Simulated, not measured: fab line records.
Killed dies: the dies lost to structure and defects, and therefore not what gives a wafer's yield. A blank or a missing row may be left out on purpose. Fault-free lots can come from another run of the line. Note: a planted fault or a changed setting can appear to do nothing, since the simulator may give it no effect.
Which tool did it? + flow gf180mcu + Sampling: 14 lots, 42 wafers, 4 of 602 route steps

== WHAT THE GAUGES SHOWED, per wafer ==
GF_V3_THK_MEAS_01. Usual: V3_CVD_00_THK typically reads 599 nm, with standard deviation 6.2.
| lot  | measured     | on           | V3_CVD_00_THK (nm) | flag |
|------|--------------|--------------|--------------------|------|
| L617 | day 21 11:30 | filmMetro-04 | 599 599 601        |      |
| L619 | day 22 03:04 | filmMetro-03 | 594 597 596        |      |
| L629 | day 25 21:21 | filmMetro-03 | 603 600 609        |      |
| L630 | day 26 01:19 | filmMetro-03 | 612 611 615        |      |
| L631 | day 26 10:07 | filmMetro-03 | 599 598 599        |      |
| L632 | day 26 19:55 | filmMetro-04 | 595 603 595        |      |
| L633 | day 27 00:11 | filmMetro-04 | 594 597 598        |      |
| L635 | day 27 12:28 | filmMetro-03 | 603 602 596        |      |
| L636 | day 27 23:01 | filmMetro-03 | 607 612 606        |      |
| L637 | day 28 04:26 | filmMetro-03 | 590 590 596        |      |
| L639 | day 28 16:17 | filmMetro-04 | 596 610 592        |      |

== EACH LOT AND THE TOOL THAT RAN IT (in order: tool; ch and the chambers of the sampled wafers; start) ==
| lot  | GF_STI_WET_ETCH_28            | GF_CONTACT_STRIP_18                 | GF_V2_CMP_04                  |
|------|-------------------------------|-------------------------------------|-------------------------------|
| L617 | wetBench-04 ch 1, day 2 05:13 | plasmaAsher-04 ch 0,1, day 16 04:32 | cmp-01 ch 0,3, day 19 07:08   |
| L619 | wetBench-04 ch 1, day 2 13:55 | plasmaAsher-03 ch 0, day 16 20:25   | cmp-01 ch 0,1,2, day 19 23:52 |
| L623 | wetBench-02 ch 2, day 3 12:26 | -                                   | -                             |
| L624 | wetBench-01 ch 2, day 3 16:16 | -                                   | -                             |
| L625 | wetBench-01 ch 0, day 3 20:43 | -                                   | -                             |
| L629 | wetBench-01 ch 3, day 4 19:26 | plasmaAsher-04 ch 0,1, day 20 21:32 | cmp-01 ch 1,3, day 23 23:48   |
| L630 | wetBench-01 ch 2, day 4 23:31 | plasmaAsher-01 ch 0,1, day 20 23:58 | cmp-02 ch 0,1,3, day 24 03:07 |
| L631 | wetBench-02 ch 2, day 5 04:34 | plasmaAsher-03 ch 0,1, day 21 10:15 | cmp-01 ch 1,2,3, day 24 11:40 |
| L632 | wetBench-01 ch 1, day 5 09:42 | plasmaAsher-01 ch 0,1, day 21 21:18 | cmp-02 ch 1,2,3, day 24 23:00 |
| L633 | wetBench-01 ch 2, day 5 15:46 | plasmaAsher-01 ch 0,1, day 22 01:17 | cmp-02 ch 0,3, day 25 02:09   |
| L635 | wetBench-02 ch 3, day 6 01:34 | plasmaAsher-03 ch 0,1, day 22 15:02 | cmp-01 ch 0,2,3, day 25 15:02 |
| L636 | wetBench-02 ch 0, day 6 09:13 | plasmaAsher-04 ch 0,1, day 23 05:17 | cmp-02 ch 0,2,3, day 26 04:01 |
| L637 | wetBench-04 ch 0, day 6 11:34 | plasmaAsher-01 ch 0,1, day 23 09:26 | cmp-02 ch 0,2,3, day 26 07:55 |
| L639 | wetBench-01 ch 0, day 6 23:10 | plasmaAsher-04 ch 0,1, day 23 23:42 | cmp-01 ch 1,2,3, day 26 20:30 |
- GF_STI_WET_ETCH_28: etches SiO2 in dHF, target depth 20 nm, time 40 s.
- GF_CONTACT_STRIP_18: strips in O2/N2.
- GF_V2_CMP_04: polishes SiO2.

== AS READ BY THE TOOLS THEMSELVES (means over the sampled wafers that have a number; for cases with no such wafer, the mark the record gives instead) ==
GF_STI_WET_ETCH_28. Usual: bathHeatDutyPct 5.9 %, standard deviation 0.72; runLengthS 69 s, standard deviation 3.
| lot  | tool        | bathHeatDutyPct (%) | runLengthS (s) | flag |
|------|-------------|---------------------|----------------|------|
| L617 | wetBench-04 | 5.5                 | 67             |      |
| L619 | wetBench-04 | 5.7                 | 74             |      |
| L623 | wetBench-02 | -                   | -              | OFF  |
| L624 | wetBench-01 | -                   | -              | OFF  |
| L625 | wetBench-01 | -                   | -              | OFF  |
| L629 | wetBench-01 | 5.8                 | 72             |      |
| L630 | wetBench-01 | 5.2                 | 72             |      |
| L631 | wetBench-02 | 5.6                 | 73             |      |
| L632 | wetBench-01 | 6.0                 | 66             |      |
| L633 | wetBench-01 | 5.1                 | 66             |      |
| L635 | wetBench-02 | 6.1                 | 67             |      |
| L636 | wetBench-02 | 6.7                 | 66             |      |
| L637 | wetBench-04 | 6.8                 | 72             |      |
| L639 | wetBench-01 | 6.4                 | 71             |      |

GF_CONTACT_STRIP_18. Usual: drypumpMotorCurrentA 5.8 A, standard deviation 0.43; heaterPowerW 327 W, standard deviation 44; o2FlowSccm 3004 sccm, standard deviation 9.2; oesProductAu 0.579 a.u., standard deviation 0.0049; platenTempC 250.00 C, standard deviation 0.17.
| lot  | tool           | drypumpMotorCurrentA (A) | heaterPowerW (W) | o2FlowSccm (sccm) | oesProductAu (a.u.) | platenTempC (C) | flag |
|------|----------------|--------------------------|------------------|-------------------|---------------------|-----------------|------|
| L617 | plasmaAsher-04 | 5.9                      | 311              | 3011              | 0.572               | 250.04          |      |
| L619 | plasmaAsher-03 | 5.8                      | 261              | 2987              | 0.579               | 249.87          |      |
| L629 | plasmaAsher-04 | 5.9                      | 325              | 3005              | 0.580               | 250.12          |      |
| L630 | plasmaAsher-01 | 5.9                      | 377              | 3005              | 0.580               | 250.17          |      |
| L631 | plasmaAsher-03 | 6.0                      | 293              | 3000              | 0.576               | 249.95          |      |
| L632 | plasmaAsher-01 | 5.9                      | 382              | 3007              | 0.584               | 250.06          |      |
| L633 | plasmaAsher-01 | 6.0                      | 342              | 3004              | 0.577               | 249.99          |      |
| L635 | plasmaAsher-03 | 5.8                      | 275              | 3001              | 0.576               | 249.85          |      |
| L636 | plasmaAsher-04 | 5.5                      | 330              | 2996              | 0.583               | 250.06          |      |
| L637 | plasmaAsher-01 | 6.0                      | 344              | 3006              | 0.582               | 250.06          |      |
| L639 | plasmaAsher-04 | 5.9                      | 325              | 2995              | 0.576               | 250.05          |      |

GF_V2_CMP_04. Usual: motorCurrentA 11.7 A, standard deviation 0.97; platenRpm 60.00 rpm, standard deviation 0.043; retainingRingPressureFrac 1.000, standard deviation 0.0048; timeToEndpointS 80 s, standard deviation 5.2.
| lot  | tool   | motorCurrentA (A) | platenRpm (rpm) | retainingRingPressureFrac | timeToEndpointS (s) | flag |
|------|--------|-------------------|-----------------|---------------------------|---------------------|------|
| L617 | cmp-01 | 11.9              | 60.02           | 0.990                     | 83                  |      |
| L619 | cmp-01 | 11.1              | 59.99           | 1.004                     | 75                  |      |
| L629 | cmp-01 | 13.1              | 60.00           | 1.000                     | 83                  |      |
| L630 | cmp-02 | 11.2              | 60.01           | 1.005                     | 80                  |      |
| L631 | cmp-01 | 12.3              | 60.02           | 0.999                     | 79                  |      |
| L632 | cmp-02 | 11.0              | 60.00           | 0.998                     | 80                  |      |
| L633 | cmp-02 | 11.3              | 59.96           | 1.001                     | 78                  |      |
| L635 | cmp-01 | 11.6              | 59.98           | 0.999                     | 79                  |      |
| L636 | cmp-02 | 11.4              | 60.02           | 1.000                     | 82                  |      |
| L637 | cmp-02 | 11.7              | 60.00           | 1.002                     | 82                  |      |
| L639 | cmp-01 | 12.2              | 59.99           | 1.005                     | 81                  |      |

== THE ANSWER, worked out from the rows above alone ==
Rule: a lot counts as off when the mean over its wafers that have a number is more than 3 standard deviations away from the usual mean. Also off: a lot with no number at a reading for which 4 or more lots have one. The other lots that the step has rows for count as sound. First the gauges in route order, then the tools' own readings, where a lot's mean is used as printed above. At the first step where some lot is off, the reading lying furthest off is the one used; lots without a number count as furthest.
Off, at GF_STI_WET_ETCH_28 on bathHeatDutyPct: L623, L624, L625. Without a number there: L623, L624, L625.
If a tool, at that step or one of the process steps before it, ran each lot that is off and ran no sound lot following the first of them, it fits. Not one of the candidates tried fits.

== WHAT HAD BEEN PUT IN BY THE SIMULATOR ==
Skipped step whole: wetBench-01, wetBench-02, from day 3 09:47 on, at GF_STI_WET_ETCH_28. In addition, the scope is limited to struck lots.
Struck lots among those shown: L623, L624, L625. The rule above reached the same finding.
